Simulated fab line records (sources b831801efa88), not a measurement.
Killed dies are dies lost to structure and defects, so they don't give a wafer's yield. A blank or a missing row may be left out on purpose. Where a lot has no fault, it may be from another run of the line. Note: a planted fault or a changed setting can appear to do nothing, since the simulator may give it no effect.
fab line records	flow sky130
record: lots: 11	wafers: 33	lastDay: 50
route steps=708 shown FIELD_ISO@3 POLY_GATE@204 LDD_LDN@302
lots untouched by any fault: they come from a run of this same line in which no faults occurred
startH: hours from the record's opening day to when the first of the lot's shown wafers began	waitH: hours elapsed since this lot's preceding step	" as in the row above	L1.1+2: a single row standing in for several wafers	- value missing, or start not given	* or withheld: withheld	< > ~ a bound
route shown NAME@n: names a module that has steps shown in the file, with the first one's number in the route	usual: mean/standard deviation of fault-free wafers	same: alike in all rows	chamber/n: place in a boat	sites: per-site readings	_std_site: standard deviation of those values	_edge_site: outer sites' mean less inner sites'	radiusMm: how far each site lies from the wafer's centre	mask NAME#n: copy n	behind: the last tool/chamber to shape the wafer	hold: why the lot was held/for how many hours/how that ended	device: the n, p or np transistor that did not switch	end of line: tests of these same wafers at the route's end	a step given without rows: its recipe and nothing more	killed: dies lost to structure and defects at the first sort, not the wafer's yield	map: per-die view of a wafer (x killed, . not killed, _ where there is no die)
set.NAME: the run value of the setting; set.NAME@STEP: its run value at that earlier step	model.NAME: the simulator's own value behind a step, which no gauge read
one table for each step of the route and one row for each wafer, over a sample of lots
services: when a tool's chamber went out of use (startH, in hours from the record's first day, below 0 if earlier), for how many hours, and the reason
== steps ==
step: SKY_FIELD_ISO_THK_MEAS_02
recipe: reads: SiO2_of_FIELD_ISO_OXIDATION_01
usual: FIELD_ISO_OXIDATION_00_THK: 12.00/0.21
lot.wafer	tool	chamber	startH	waitH	FIELD_ISO_OXIDATION_00_THK[nm]
L462.3	filmMetro-04	-	13.05	0.0	12.20
L462.4	"	-	"	"	12.30
L462.5	"	-	"	"	12.09
L467.1	filmMetro-03	-	37.72	0.0	11.95
L467.3	"	-	"	"	11.92
L467.5	"	-	"	"	11.96
L469.1	filmMetro-04	-	47.41	0.0	11.92
L469.2	"	-	"	"	12.18
L469.4	"	-	"	"	12.13
L471.2	filmMetro-01	-	56.64	0.0	11.84
L471.4	"	-	"	"	11.69
L471.6	"	-	"	"	11.72
L472.1	filmMetro-04	-	61.63	0.0	12.29
L472.5	"	-	"	"	12.14
L472.6	"	-	"	"	11.93
L480.1	filmMetro-03	-	101.63	0.0	12.09
L480.5	"	-	"	"	12.09
L480.6	"	-	"	"	11.86
L481.1	filmMetro-03	-	107.32	0.0	11.94
L481.2	"	-	"	"	12.18
L481.5	"	-	"	"	12.11
L482.1	filmMetro-03	-	112.14	0.0	12.05
L482.3	"	-	"	"	12.00
L482.4	"	-	"	"	11.92
L483.2	filmMetro-03	-	116.83	0.0	11.93
L483.3	"	-	"	"	11.67
L483.5	"	-	"	"	11.89
L484.2	filmMetro-01	-	121.95	0.0	11.87
L484.3	"	-	"	"	12.12
L484.5	"	-	"	"	12.02
L485.1	filmMetro-03	-	127.71	0.0	11.94
L485.5	"	-	"	"	11.80
L485.6	"	-	"	"	11.65
step: SKY_FIELD_ISO_THK_MEAS_04
recipe: reads: Si3N4_of_FIELD_ISO_CVD_03
usual: FIELD_ISO_CVD_03_THK: 164.9/1.5
lot.wafer	tool	chamber	startH	waitH	FIELD_ISO_CVD_03_THK[nm]
L462.3	filmMetro-04	-	14.89	0.0	163.4
L462.4	"	-	"	"	165.2
L462.5	"	-	"	"	165.6
L467.1	filmMetro-04	-	43.65	0.0	165.7
L467.3	"	-	"	"	165.4
L467.5	"	-	"	"	166.3
L469.1	filmMetro-03	-	50.14	0.0	166.8
L469.2	"	-	"	"	167.7
L469.4	"	-	"	"	167.1
L471.2	filmMetro-04	-	59.62	0.0	165.1
L471.4	"	-	"	"	164.3
L471.6	"	-	"	"	165.6
L472.1	filmMetro-04	-	64.37	0.0	169.0
L472.5	"	-	"	"	168.2
L472.6	"	-	"	"	166.7
L480.1	filmMetro-01	-	104.20	0.0	163.9
L480.5	"	-	"	"	164.1
L480.6	"	-	"	"	166.1
L481.1	filmMetro-01	-	109.17	0.0	165.0
L481.2	"	-	"	"	164.9
L481.5	"	-	"	"	164.5
L482.1	filmMetro-01	-	113.98	0.0	164.7
L482.3	"	-	"	"	165.4
L482.4	"	-	"	"	165.0
L483.2	filmMetro-01	-	118.68	0.0	164.3
L483.3	"	-	"	"	163.7
L483.5	"	-	"	"	164.9
L484.2	filmMetro-03	-	123.79	0.0	164.8
L484.3	"	-	"	"	165.6
L484.5	"	-	"	"	166.6
L485.1	filmMetro-03	-	130.91	0.0	163.8
L485.5	"	-	"	"	163.6
L485.6	"	-	"	"	162.8
step: SKY_POLY_GATE_CVD_00
recipe: material: poly-Si	targetThkNm: 180	tempC: 620	timeS: 720	pressureMtorr: 200
usual: spikeTcBottomC: 642/4	spikeTcCentreC: 621.4/1.1	spikeTcLowerC: 620.1/1.2	spikeTcTopC: 642.8/2	spikeTcUpperC: 618.9/1.3	zonePowerTopPct: 19.7/0.82	zonePowerUpperPct: 8.4/0.46
lot.wafer	tool	chamber	startH	waitH	spikeTcBottomC	spikeTcCentreC	spikeTcLowerC	spikeTcTopC	spikeTcUpperC	zonePowerTopPct	zonePowerUpperPct
L462.3	lpcvd-01	1	305.11	0.0	644	622.0	619.2	644.7	618.5	19.1	8.8
L462.4	"	1	"	"	645	621.0	618.8	643.1	619.6	19.2	8.8
L462.5	"	1	"	"	644	621.1	618.5	643.8	618.8	19.1	8.7
L467.1	lpcvd-01	1	358.00	0.0	643	622.3	619.7	643.8	618.9	19.4	8.7
L467.3	"	1	"	"	646	620.5	618.6	642.9	618.5	19.4	8.8
L467.5	"	1	"	"	645	621.3	620.1	643.6	619.8	18.7	8.8
L469.1	lpcvd-01	0	369.34	0.0	637	621.6	620.3	638.2	620.1	20.6	7.7
L469.2	"	0	"	"	637	621.2	621.6	641.3	620.3	21.0	7.8
L469.4	"	0	"	"	637	621.0	620.8	642.2	620.6	20.7	8.1
L471.2	lpcvd-01	1	378.94	0.0	644	629.0	618.7	652.4	566.6	25.0	0.0
L471.4	"	1	"	"	645	626.6	618.7	654.1	567.3	24.6	0.0
L471.6	"	1	"	"	646	629.5	619.4	652.5	567.2	24.7	0.0
L472.1	lpcvd-01	1	404.74	0.0	644	629.2	619.1	653.0	566.7	24.4	0.0
L472.5	"	1	"	"	645	627.0	617.8	651.8	566.0	24.5	0.0
L472.6	"	1	"	"	646	628.7	619.9	651.1	565.6	25.1	0.0
L480.1	lpcvd-01	1	458.81	0.0	645	620.5	620.1	643.4	618.4	19.0	8.7
L480.5	"	1	"	"	644	622.6	619.6	643.5	619.8	19.3	8.9
L480.6	"	1	"	"	647	622.3	620.2	644.2	621.0	19.0	8.7
L481.1	lpcvd-01	0	474.65	0.0	637	621.5	619.7	638.9	619.4	20.4	7.9
L481.2	"	0	"	"	635	623.0	620.5	639.0	619.2	20.9	7.8
L481.5	"	0	"	"	638	620.6	621.3	641.3	618.1	20.9	7.9
L482.1	lpcvd-01	1	478.82	0.0	644	621.5	619.9	645.1	618.6	19.3	8.9
L482.3	"	1	"	"	645	621.9	617.9	644.0	618.8	19.2	8.8
L482.4	"	1	"	"	645	623.0	620.2	644.2	618.1	19.2	8.9
L483.2	lpcvd-01	1	488.20	0.0	646	622.9	618.5	646.8	617.2	19.3	8.6
L483.3	"	1	"	"	646	621.9	619.9	645.2	616.4	19.1	8.8
L483.5	"	1	"	"	644	620.3	620.1	643.2	615.5	19.2	8.7
L484.2	lpcvd-01	1	499.96	0.0	647	622.9	620.2	641.6	618.8	18.9	8.8
L484.3	"	1	"	"	644	620.7	618.9	645.8	620.4	19.1	8.8
L484.5	"	1	"	"	643	621.7	617.8	642.0	617.8	19.1	8.9
L485.1	lpcvd-01	1	510.23	0.0	644	622.4	619.9	644.1	616.7	19.0	8.7
L485.5	"	1	"	"	645	622.9	620.5	643.9	618.5	18.8	8.8
L485.6	"	1	"	"	645	622.4	621.8	644.6	618.1	19.0	8.8
step: SKY_POLY_GATE_THK_MEAS_01
recipe: reads: poly-Si_of_POLY_GATE_CVD_00
usual: POLY_GATE_CVD_00_THK: 179.7/1.5
lot.wafer	tool	chamber	startH	waitH	POLY_GATE_CVD_00_THK[nm]
L462.3	filmMetro-01	-	306.33	0.0	181.3
L462.4	"	-	"	"	183.1
L462.5	"	-	"	"	181.2
L467.1	filmMetro-01	-	359.20	0.0	180.8
L467.3	"	-	"	"	181.2
L467.5	"	-	"	"	179.4
L469.1	filmMetro-03	-	370.54	0.0	180.6
L469.2	"	-	"	"	180.7
L469.4	"	-	"	"	180.7
L471.2	filmMetro-02	-	380.15	0.0	179.5
L471.4	"	-	"	"	178.4
L471.6	"	-	"	"	173.7
L472.1	filmMetro-02	-	405.94	0.0	116.3
L472.5	"	-	"	"	109.7
L472.6	"	-	"	"	113.2
L480.1	filmMetro-03	-	460.01	0.0	178.8
L480.5	"	-	"	"	179.2
L480.6	"	-	"	"	178.4
L481.1	filmMetro-02	-	475.85	0.0	180.8
L481.2	"	-	"	"	179.6
L481.5	"	-	"	"	179.1
L482.1	filmMetro-03	-	480.02	0.0	178.2
L482.3	"	-	"	"	177.3
L482.4	"	-	"	"	178.5
L483.2	filmMetro-03	-	489.41	0.0	181.1
L483.3	"	-	"	"	178.9
L483.5	"	-	"	"	180.6
L484.2	filmMetro-03	-	501.17	0.0	180.8
L484.3	"	-	"	"	181.6
L484.5	"	-	"	"	181.0
L485.1	filmMetro-01	-	511.43	0.0	179.6
L485.5	"	-	"	"	181.5
L485.6	"	-	"	"	179.0
step: SKY_POLY_GATE_ETCH_17
recipe: targetDepthNm: 180	stopOn: SiO2	overEtchFrac: 0.56667	chemistry: HBr/Cl2	target: poly-Si	icpW: 400	biasW: 100	pressureMtorr: 10	HBr_flow_sccm: 150	Cl2_flow_sccm: 50	timeS: 70.5
usual: drypumpMotorCurrentA: 5.8/0.44	oesProductAu: 0.980/0.0076	throttleValvePct: 33.683/0.01
lot.wafer	tool	chamber	startH	waitH	drypumpMotorCurrentA	oesProductAu	rfHoursCounterH	throttleValvePct
L462.3	rieSi-01	0	361.71	0.0	5.9	0.986	1	33.677
L462.4	"	2	"	"	4.7	0.986	15	33.680
L462.5	"	1	"	"	5.9	0.977	-	33.692
L467.1	rieSi-02	2	422.00	0.0	5.5	0.985	50	33.667
L467.3	"	1	"	"	5.7	0.984	17	33.681
L467.5	"	1	"	"	5.7	0.968	-	33.671
L469.1	rieSi-02	0	432.35	0.0	6.4	0.975	48	33.678
L469.2	"	3	"	"	6.0	0.988	2	33.686
L469.4	"	2	"	"	5.5	0.984	50	33.679
L471.2	rieSi-01	2	443.94	0.0	4.7	0.978	15	33.689
L471.4	"	0	"	"	5.9	0.987	2	33.694
L471.6	"	0	"	"	5.9	0.970	-	33.684
L472.1	rieSi-02	2	470.00	0.0	5.5	0.736	50	33.682
L472.5	"	0	"	"	6.4	0.708	-	33.678
L472.6	"	1	"	"	5.8	0.731	-	33.667
L480.1	rieSi-01	1	524.11	0.0	5.9	0.972	30	33.701
L480.5	"	3	"	"	5.8	0.983	-	33.680
L480.6	"	0	"	"	5.9	0.980	-	33.695
L481.1	rieSi-01	1	539.85	0.0	5.9	0.966	30	33.687
L481.2	"	2	"	"	4.7	0.985	16	33.689
L481.5	"	3	"	"	5.8	0.981	-	33.673
L482.1	rieSi-02	2	544.24	0.0	5.6	0.965	0	33.674
L482.3	"	3	"	"	6.0	0.975	3	33.692
L482.4	"	3	"	"	6.0	0.984	-	33.686
L483.2	rieSi-01	2	552.06	0.0	4.7	0.975	16	33.680
L483.3	"	0	"	"	5.9	0.985	3	33.676
L483.5	"	2	"	"	4.7	0.981	-	33.682
L484.2	rieSi-02	3	563.49	0.1	6.0	0.991	3	33.663
L484.3	"	1	"	"	5.7	0.986	17	33.683
L484.5	"	1	"	"	5.7	0.976	-	33.700
L485.1	rieSi-01	2	574.96	0.0	4.7	0.984	16	33.674
L485.5	"	0	"	"	5.9	0.988	-	33.683
L485.6	"	3	"	"	5.8	0.989	-	33.694
step: SKY_LDD_LDN_TW_MEAS_13
usual: LDD_LDN_TW: 1464/12
lot.wafer	tool	chamber	startH	waitH	LDD_LDN_TW
L462.3	filmMetro-01	-	519.21	0.1	1469
L462.4	"	-	"	"	1476
L462.5	"	-	"	"	1472
L467.1	filmMetro-03	-	579.20	0.1	1449
L467.3	"	-	"	"	1447
L467.5	"	-	"	"	1454
L469.1	filmMetro-03	-	590.20	0.1	1453
L469.2	"	-	"	"	1451
L469.4	"	-	"	"	1445
L471.2	filmMetro-04	-	600.21	0.1	1465
L471.4	"	-	"	"	1460
L471.6	"	-	"	"	1461
L472.1	filmMetro-03	-	623.09	0.1	1440
L472.5	"	-	"	"	1440
L472.6	"	-	"	"	1444
L480.1	filmMetro-04	-	670.50	0.1	1455
L480.5	"	-	"	"	1463
L480.6	"	-	"	"	1457
L481.1	filmMetro-01	-	686.40	0.1	1469
L481.2	"	-	"	"	1476
L481.5	"	-	"	"	1484
L482.1	filmMetro-03	-	690.85	0.1	1468
L482.3	"	-	"	"	1461
L482.4	"	-	"	"	1463
L483.2	filmMetro-04	-	697.81	0.1	1460
L483.3	"	-	"	"	1469
L483.5	"	-	"	"	1468
L484.2	filmMetro-04	-	708.91	0.1	1470
L484.3	"	-	"	"	1468
L484.5	"	-	"	"	1465
L485.1	filmMetro-01	-	718.65	0.1	1478
L485.5	"	-	"	"	1473
L485.6	"	-	"	"	1480
== services ==
tool	chamber	startH	hours	kind
rieSi-01	3	305.08	1.9	repair
rieSi-02	0	377.24	15.6	repair
rieSi-01	-	390.02	2.8	pm
lpcvd-01	-	395.68	2.5	repair
rieSi-02	-	407.87	2.8	pm
rieSi-01	0	413.77	2.5	repair
lpcvd-01	-	417.62	1.8	repair
rieSi-02	-	423.06	1.2	repair
rieSi-01	-	472.92	2.0	repair
rieSi-02	2	484.11	5.1	repair
rieSi-02	2	521.74	-	clean
rieSi-02	2	521.74	18.0	scheduledDown
rieSi-02	2	521.74	18.0	ventCycle
rieSi-02	3	530.17	5.5	repair
rieSi-02	0	539.70	-	clean
rieSi-02	0	539.70	28.8	scheduledDown
rieSi-02	0	539.70	28.8	ventCycle
lpcvd-01	-	550.82	0.9	repair
== key ==
firstSign: step: SKY_POLY_GATE_CVD_00	reading: spikeTcUpperC	direction: down	sigmas: 41	usual: 618.9	struck: 566.6
effect: step: SKY_POLY_GATE_CVD_00	reading: zonePowerUpperPct	direction: down	sigmas: 18	usual: 8.4	struck: 0.0
effect: step: SKY_POLY_GATE_THK_MEAS_01	reading: POLY_GATE_CVD_00_THK	direction: down	sigmas: 23	usual: 179.7	struck: 145.1	wafersMoved: 4
effect: step: SKY_POLY_GATE_ETCH_17	reading: oesProductAu	direction: down	sigmas: 17	usual: 0.980	struck: 0.852	wafersMoved: 4
metAt SKY_POLY_GATE_CVD_00
struckLots L471,L472
struckWafers L471.2,L471.4,L471.6,L472.1,L472.5,L472.6
testerLeftOut L471,L472
notActingAt SKY_FIELD_ISO_THK_MEAS_02,SKY_FIELD_ISO_THK_MEAS_04,SKY_LDD_LDN_TW_MEAS_13
onsetBetween 358.00 378.94
fault: kind: processParameterDrift	tool: lpcvd-01	chamber: 1	onsetH: 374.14	steps: SKY_POLY_GATE_CVD_00	channel: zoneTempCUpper	offset: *	shape: step	endH: 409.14
testerLeftOut: of these lots the tester's yield and bins aren't shown, on N5 and GAA mostly nor the transistor test; their killed dies are dies lost to structure and defects alone, not to doping, threshold or leakage, so they don't give the yield
